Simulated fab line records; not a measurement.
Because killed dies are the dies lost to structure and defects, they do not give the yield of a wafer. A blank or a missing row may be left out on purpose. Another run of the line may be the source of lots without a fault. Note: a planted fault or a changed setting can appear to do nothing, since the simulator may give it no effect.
Matching of chambers | flow sky130 | rie_diel-02 running SKY_VIA1_ETCH_15: 4 sister chambers
The step etches SiO2 in C4F8/O2/Ar, stops on TiN, target depth 351 nm, time 54 s. 8 wafers are shown with their chamber, then 11 later ones without.

## WAFERS PAIRED WITH THEIR CHAMBERS
wafer  | chamber | oes_product_au (a.u.)
L081.2 | 0       | 0.982
L086.1 | 1       | 0.982
L086.2 | 2       | 0.970
L086.3 | 3       | 0.978
L086.4 | 0       | 0.976
L086.5 | 1       | 0.983
L086.6 | 2       | 0.973
L087.1 | 3       | 0.982

## WAFERS WHOSE CHAMBER IS MISSING
wafer  | oes_product_au (a.u.)
L087.2 | 0.975
L087.3 | 0.975
L087.4 | 0.981
L087.5 | 0.978
L087.6 | 0.978
L093.2 | 0.982
L093.4 | 0.979
L093.5 | 0.977
L096.1 | 0.976
L096.2 | 0.973
L096.4 | 0.982

## WHICH CHAMBER EACH ONE RAN IN
wafer  | from the rows above               | in truth
L087.2 | can't be placed: 2 or 0 or 3 or 1 | 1
L087.3 | can't be placed: 2 or 0 or 3 or 1 | 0
L087.4 | can't be placed: 3 or 1 or 0      | 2
L087.5 | can't be placed: 0 or 3 or 1 or 2 | 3
L087.6 | can't be placed: 0 or 3 or 1 or 2 | 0
L093.2 | can't be placed: 1 or 3 or 0      | 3
L093.4 | can't be placed: 0 or 3 or 1      | 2
L093.5 | can't be placed: 0 or 3 or 1 or 2 | 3
L096.1 | can't be placed: 0 or 3 or 2 or 1 | 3
L096.2 | can't be placed: 2 or 0 or 3      | 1
L096.4 | can't be placed: 1 or 3 or 0      | 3
0 of 11 placed correctly. These rows do not allow placing 11 (true chamber among the candidates in 8). Placed wrongly: 0.
How it was worked out, from the rows above alone: a wafer's distance from a chamber is the root of the sum, over the readings, of the square of ((its reading less the chamber's mean) divided by the reading's scatter). The wafer belongs to the nearest chamber; if the next one is less than 2 further off, it can't be placed. Each chamber's mean is taken over the wafers shown for it. The scatter: the root of (the sum of the squares of (reading less its chamber's mean) over the shown wafers, divided by (wafers less chambers)).
